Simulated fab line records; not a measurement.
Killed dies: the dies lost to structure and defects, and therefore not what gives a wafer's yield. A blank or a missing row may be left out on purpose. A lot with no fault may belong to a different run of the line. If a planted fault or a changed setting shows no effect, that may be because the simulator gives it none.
The tool behind it: which one? / flow gf180mcu / 36 wafers from 12 lots sampled at 5 of the route's 602 steps

== WHAT THE GAUGES READ, wafer by wafer ==
GF_V1_RS_MEAS_24: measurement is done with a four-point probe.
lot=L189; measured=day 18 01:29; on=film-metro-03; V1_W_RS (ohm/sq)=0.318 0.318 0.325
lot=L190; measured=day 18 15:01; on=film-metro-02; V1_W_RS (ohm/sq)=0.330 0.332 0.332
lot=L191; measured=day 18 15:52; on=film-metro-01; V1_W_RS (ohm/sq)=0.321 0.317 0.318
lot=L194; measured=day 20 01:16; on=film-metro-02; V1_W_RS (ohm/sq)=0.329 0.337 0.336
lot=L197; measured=day 21 06:01; on=film-metro-01; V1_W_RS (ohm/sq)=0.322 0.316 0.319
lot=L199; measured=day 22 04:55; on=film-metro-02; V1_W_RS (ohm/sq)=0.324 0.320 0.321
lot=L200; measured=day 22 08:15; on=film-metro-02; V1_W_RS (ohm/sq)=0.319 0.319 0.320
lot=L202; measured=day 22 23:01; on=film-metro-02; V1_W_RS (ohm/sq)=0.321 0.318 0.326
lot=L204; measured=day 23 22:21; on=film-metro-01; V1_W_RS (ohm/sq)=0.328 0.319 0.330
lot=L208; measured=day 25 06:03; on=film-metro-02; V1_W_RS (ohm/sq)=0.331 0.320 0.330
lot=L211; measured=day 25 21:22; on=film-metro-02; V1_W_RS (ohm/sq)=0.325 0.317 0.326
lot=L212; measured=day 26 06:56; on=film-metro-01; V1_W_RS (ohm/sq)=0.329 0.327 0.330

GF_M2_THK_MEAS_06: measures by xrf.
lot=L189; measured=day 18 02:19; on=film-metro-04; M2_ALCU_THK (nm)=453 452 453
lot=L190; measured=day 18 15:49; on=film-metro-02; M2_ALCU_THK (nm)=444 448 444
lot=L191; measured=day 18 16:41; on=film-metro-03; M2_ALCU_THK (nm)=438 462 457
lot=L194; measured=day 20 02:05; on=film-metro-02; M2_ALCU_THK (nm)=431 432 447
lot=L197; measured=day 21 06:50; on=film-metro-04; M2_ALCU_THK (nm)=444 458 448
lot=L199; measured=day 22 05:44; on=film-metro-02; M2_ALCU_THK (nm)=447 450 449
lot=L200; measured=day 22 09:04; on=film-metro-04; M2_ALCU_THK (nm)=441 450 445
lot=L202; measured=day 22 23:50; on=film-metro-02; M2_ALCU_THK (nm)=429 431 432
lot=L204; measured=day 23 23:11; on=film-metro-02; M2_ALCU_THK (nm)=438 444 441
lot=L208; measured=day 25 06:53; on=film-metro-02; M2_ALCU_THK (nm)=442 436 440
lot=L211; measured=day 25 22:11; on=film-metro-04; M2_ALCU_THK (nm)=445 445 439
lot=L212; measured=day 26 07:45; on=film-metro-03; M2_ALCU_THK (nm)=443 459 450

GF_M2_CD_MEAS_14: target cd 280 nm.
lot=L189; measured=day 19 02:16; on=cd-sem-01; cd-nm (nm)=279.7 279.6 280.6
lot=L190; measured=day 19 16:08; on=cd-sem-01; cd-nm (nm)=280.0 281.1 279.8
lot=L191; measured=day 19 17:20; on=cd-sem-01; cd-nm (nm)=279.5 279.9 279.2
lot=L194; measured=day 21 02:03; on=cd-sem-01; cd-nm (nm)=282.4 282.1 281.4
lot=L197; measured=day 22 05:28; on=cd-sem-01; cd-nm (nm)=288.3 289.0 289.4
lot=L199; measured=day 23 04:43; on=cd-sem-01; cd-nm (nm)=289.9 289.4 289.4
lot=L200; measured=day 23 08:01; on=cd-sem-02; cd-nm (nm)=279.4 279.9 280.6
lot=L202; measured=day 23 22:27; on=cd-sem-01; cd-nm (nm)=278.4 278.4 279.6
lot=L204; measured=day 24 20:35; on=cd-sem-01; cd-nm (nm)=279.3 280.9 280.7
lot=L208; measured=day 26 03:57; on=cd-sem-01; cd-nm (nm)=280.4 279.7 281.4
lot=L211; measured=day 26 18:27; on=cd-sem-02; cd-nm (nm)=279.5 281.0 281.0
lot=L212; measured=day 27 04:13; on=cd-sem-02; cd-nm (nm)=279.9 280.4 280.7

== EACH LOT AND THE TOOL THAT RAN IT (in order: tool; ch and the chambers of the sampled wafers; start) ==
lot=L189; GF_V1_STRIP_18=plasma-asher-04 ch 0,1, day 18 00:44; GF_M2_PEB_12=litho-track-01 ch 0, day 19 01:55
lot=L190; GF_V1_STRIP_18=plasma-asher-03 ch 0,1, day 18 14:16; GF_M2_PEB_12=litho-track-03 ch 0, day 19 15:49
lot=L191; GF_V1_STRIP_18=plasma-asher-03 ch 1, day 18 15:06; GF_M2_PEB_12=litho-track-01 ch 0, day 19 17:00
lot=L194; GF_V1_STRIP_18=plasma-asher-03 ch 0,1, day 20 00:29; GF_M2_PEB_12=litho-track-02 ch 0, day 21 01:42
lot=L197; GF_V1_STRIP_18=plasma-asher-02 ch 0,1, day 21 05:09; GF_M2_PEB_12=litho-track-01 ch 0, day 22 05:07
lot=L199; GF_V1_STRIP_18=plasma-asher-02 ch 0,1, day 22 04:08; GF_M2_PEB_12=litho-track-01 ch 0, day 23 04:22
lot=L200; GF_V1_STRIP_18=plasma-asher-02 ch 0,1, day 22 07:29; GF_M2_PEB_12=litho-track-03 ch 0, day 23 07:41
lot=L202; GF_V1_STRIP_18=plasma-asher-03 ch 0,1, day 22 22:14; GF_M2_PEB_12=litho-track-03 ch 0, day 23 22:06
lot=L204; GF_V1_STRIP_18=plasma-asher-03 ch 0,1, day 23 21:34; GF_M2_PEB_12=litho-track-02 ch 0, day 24 20:16
lot=L208; GF_V1_STRIP_18=plasma-asher-03 ch 0,1, day 25 05:15; GF_M2_PEB_12=litho-track-02 ch 0, day 26 03:36
lot=L211; GF_V1_STRIP_18=plasma-asher-03 ch 0,1, day 25 20:35; GF_M2_PEB_12=litho-track-02 ch 0, day 26 18:06
lot=L212; GF_V1_STRIP_18=plasma-asher-04 ch 0,1, day 26 06:06; GF_M2_PEB_12=litho-track-03 ch 0, day 27 03:53
- GF_V1_STRIP_18: strips in O2/N2.
- GF_M2_PEB_12: peb time 90 s.

== WHAT THE TOOLS THEMSELVES READ (means of the sampled wafers that have a number; where no wafer has one, the mark that the record gives instead) ==
GF_V1_STRIP_18.
lot=L189; tool=plasma-asher-04; drypump-motor-current-A (A)=5.49; heater-power-w (W)=309; oes-product-au (a.u.)=0.593
lot=L190; tool=plasma-asher-03; drypump-motor-current-A (A)=6.00; heater-power-w (W)=287; oes-product-au (a.u.)=0.587
lot=L191; tool=plasma-asher-03; drypump-motor-current-A (A)=6.03; heater-power-w (W)=286; oes-product-au (a.u.)=0.591
lot=L194; tool=plasma-asher-03; drypump-motor-current-A (A)=5.99; heater-power-w (W)=290; oes-product-au (a.u.)=0.595
lot=L197; tool=plasma-asher-02; drypump-motor-current-A (A)=5.92; heater-power-w (W)=289; oes-product-au (a.u.)=0.595
lot=L199; tool=plasma-asher-02; drypump-motor-current-A (A)=5.75; heater-power-w (W)=290; oes-product-au (a.u.)=0.586
lot=L200; tool=plasma-asher-02; drypump-motor-current-A (A)=5.72; heater-power-w (W)=292; oes-product-au (a.u.)=0.593
lot=L202; tool=plasma-asher-03; drypump-motor-current-A (A)=6.01; heater-power-w (W)=293; oes-product-au (a.u.)=0.594
lot=L204; tool=plasma-asher-03; drypump-motor-current-A (A)=5.99; heater-power-w (W)=288; oes-product-au (a.u.)=0.591
lot=L208; tool=plasma-asher-03; drypump-motor-current-A (A)=6.00; heater-power-w (W)=301; oes-product-au (a.u.)=0.598
lot=L211; tool=plasma-asher-03; drypump-motor-current-A (A)=5.98; heater-power-w (W)=297; oes-product-au (a.u.)=0.589
lot=L212; tool=plasma-asher-04; drypump-motor-current-A (A)=5.49; heater-power-w (W)=313; oes-product-au (a.u.)=0.597

GF_M2_PEB_12.
lot=L189; tool=litho-track-01; heater-power-total-W (W)=85.71; plate-temp-C (C)=134.82
lot=L190; tool=litho-track-03; heater-power-total-W (W)=85.79; plate-temp-C (C)=135.02
lot=L191; tool=litho-track-01; heater-power-total-W (W)=85.74; plate-temp-C (C)=135.05
lot=L194; tool=litho-track-02; heater-power-total-W (W)=85.69; plate-temp-C (C)=134.96
lot=L197; tool=litho-track-01; heater-power-total-W (W)=83.37; plate-temp-C (C)=132.20
lot=L199; tool=litho-track-01; heater-power-total-W (W)=83.33; plate-temp-C (C)=132.26
lot=L200; tool=litho-track-03; heater-power-total-W (W)=85.67; plate-temp-C (C)=134.86
lot=L202; tool=litho-track-03; heater-power-total-W (W)=85.76; plate-temp-C (C)=135.06
lot=L204; tool=litho-track-02; heater-power-total-W (W)=85.61; plate-temp-C (C)=134.93
lot=L208; tool=litho-track-02; heater-power-total-W (W)=85.75; plate-temp-C (C)=135.13
lot=L211; tool=litho-track-02; heater-power-total-W (W)=85.72; plate-temp-C (C)=135.06
lot=L212; tool=litho-track-03; heater-power-total-W (W)=85.66; plate-temp-C (C)=135.09

== THE ANSWER, worked out from the rows above alone ==
Rule: the usual values come from the lots themselves. The widest of any qualifying gaps counts: lots, ordered by their means at a reading, are off when they make up no more than a third of the lots, leave a main group of 4 or more, and stand apart from it by 3 or more times the standard deviation of that group's means. The tables above print the reading to a certain number of digits; a main group whose means all agree to those digits is not used. A lot without any number at a reading at which 4 lots or more have one is off too. All remaining lots with rows at the step are treated as sound. First the gauges in route order, then the tools' own readings, where a lot's mean is used as printed above. The first step at which some lot is off is used, and at that step the reading that is off furthest; a lot without a number counts as furthest.
Off: L197, L199 (GF_M2_CD_MEAS_14, cd-nm). The main group has a mean of 280.2 nm with a standard deviation of 0.76.
If a tool, at a process step before that reading, ran all the lots that are off and no sound lot after the first of them, it fits. The gauges at GF_M2_CD_MEAS_14 aren't tried: what is off there is off at GF_M2_PEB_12 too, on other tools, and a gauge's error can't cause that. One fits: litho-track-01 at GF_M2_PEB_12. A fault onset in the window from L191 (day 19 17:00, its last sound lot) to L197 (day 22 05:07, its first lot off) fits.
The tool's own readings at GF_M2_PEB_12 bear it out: on the lots that are off they differ by more than 5 times the standard deviation of the sound lots' means. heater-power-total-W reads 83.35 W there against 85.71 W on the sound lots; plate-temp-C reads 132.23 C there against 135.00 C on the sound lots.

== WHAT HAD BEEN PUT IN BY THE SIMULATOR ==
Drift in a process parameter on litho-track-01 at GF_M2_PEB_12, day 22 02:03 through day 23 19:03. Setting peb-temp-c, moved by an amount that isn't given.
Shown lots that were struck: L197, L199. The same result came from the rule above.
